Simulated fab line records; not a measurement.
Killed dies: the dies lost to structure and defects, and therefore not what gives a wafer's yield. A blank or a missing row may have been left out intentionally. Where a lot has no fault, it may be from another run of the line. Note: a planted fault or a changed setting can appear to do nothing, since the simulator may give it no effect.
A struck lot beside a sound one	flow sky130	17 steps out of a route of 708
Sound: wafers L527.1, L527.5, L527.6. Wafers struck: L535.2, L535.3, L535.4. Last of all comes the cause.
Per side, at each step with rows, come the tool, then ch with its chambers, and then its first start. Under that, the readings that differ: sound wafers	struck wafers	difference of the means	sigmas: that difference in standard deviations of wafers without a fault.
alike: readings with means less than 2 such deviations apart, plus words and numbers identical on both sides. not compared: withheld readings, readings lacking a value on some wafer, bounds such as >300 that could conceal the same value, and numbers that have no deviation in the record and whose values overlap.
The two part at a step that has a row with sigmas, a row that says differs or no value, or rows on one side only. Non-overlapping numbers with no deviation appear without sigmas and do not part them. A reading missing from all wafers of one side parts the sides only when that side holds two or more wafers.

first, 4 steps without rows for these wafers: SKY_FIELD_ISO_WET_ETCH_29 (etches Si3N4 in H3PO4, target depth 160 nm, time 1825 s); SKY_FIELD_ISO_WET_ETCH_30 (etches SiO2 in dHF, target depth 25 nm, time 50 s); SKY_NWELL_CLEAN_00 (cleans in SC1/SC2, time 150 s); SKY_NWELL_OXIDATION_01 (stabilise 600 s, purge 300 s, target thk 10 nm).
SKY_NWELL_THK_MEAS_02:
  sound on film-metro-04 at day 3 02:26; struck on film-metro-03 at day 4 22:04
reading	sound	struck	difference	sigmas
NWELL_OXIDATION_THK (nm)	9.91 9.87 9.88	10.08 10.29 10.38	+0.36	+2
then, 7 steps without rows for these wafers: SKY_DNWELL_DEHYDRATE_00 (time 60 s); SKY_DNWELL_HMDS_01 (prime time 60 s); SKY_DNWELL_COAT_02 (resist thk 3000 nm); SKY_DNWELL_SOFTBAKE_03; SKY_DNWELL_EXPOSE_04 (exposes mask DNM, target cd 3000 nm); SKY_DNWELL_PEB_05; SKY_DNWELL_DEVELOP_06 (develop time 60 s).
SKY_DNWELL_IMPLANT_07:
  sound on implanter-02 ch 0, day 3 18:25; struck on implanter-03 ch 0, day 5 15:53
SKY_DNWELL_STRIP_08: strips in O2/N2.
  sound on plasma-asher-01 ch 0,1, day 3 18:34; struck on plasma-asher-04 ch 0,1, day 5 16:01
  alike: drypump-motor-current-A, oes-product-au, strip-time-to-endpoint-s
  not compared: rf-hours-counter-h
SKY_DNWELL_TW_MEAS_09:
  sound on film-metro-01 at day 3 18:40; struck on film-metro-01 at day 5 16:07
reading	sound	struck	difference	sigmas
DNWELL_TW	1083 1091 1094	1146 1141 1148	+56	+4
then, 1 step without rows for these wafers: SKY_PWDE_DEHYDRATE_00 (time 60 s).
-- the record jumps here: 43 days lie between the struck wafers' starts before and after (it left off in module PWDE and takes up again in module PAD_OPEN, whose first step shown is number 708 of the route) --
SKY_PAD_OPEN_PROBE_99:
  sound on prober-01 at day 46 03:50; struck on prober-02 at day 48 11:28
reading	sound	struck	difference	sigmas
model.etest.res-deep-nwell.rs-ohm-sq	2229 2252 2238	1862 1851 1870	-379	
model.etest.res-deep-nwell.line-ohm-um	740.6 755 742.2	623.4 622.1 619.1	-124.4	
  alike: killed_at_M0_to_M3, killed_at_M4_up, killed-at-contacts, killed-at-front-end, killed-at-other, killed-dies, killed-open, killed-short

WHERE THEY PART
Earliest at SKY_NWELL_THK_MEAS_02; latest, in this record, at SKY_DNWELL_TW_MEAS_09. Later steps at which nothing parts them and some readings are alike: SKY_PAD_OPEN_PROBE_99.

WHY: what had been put in by the simulator
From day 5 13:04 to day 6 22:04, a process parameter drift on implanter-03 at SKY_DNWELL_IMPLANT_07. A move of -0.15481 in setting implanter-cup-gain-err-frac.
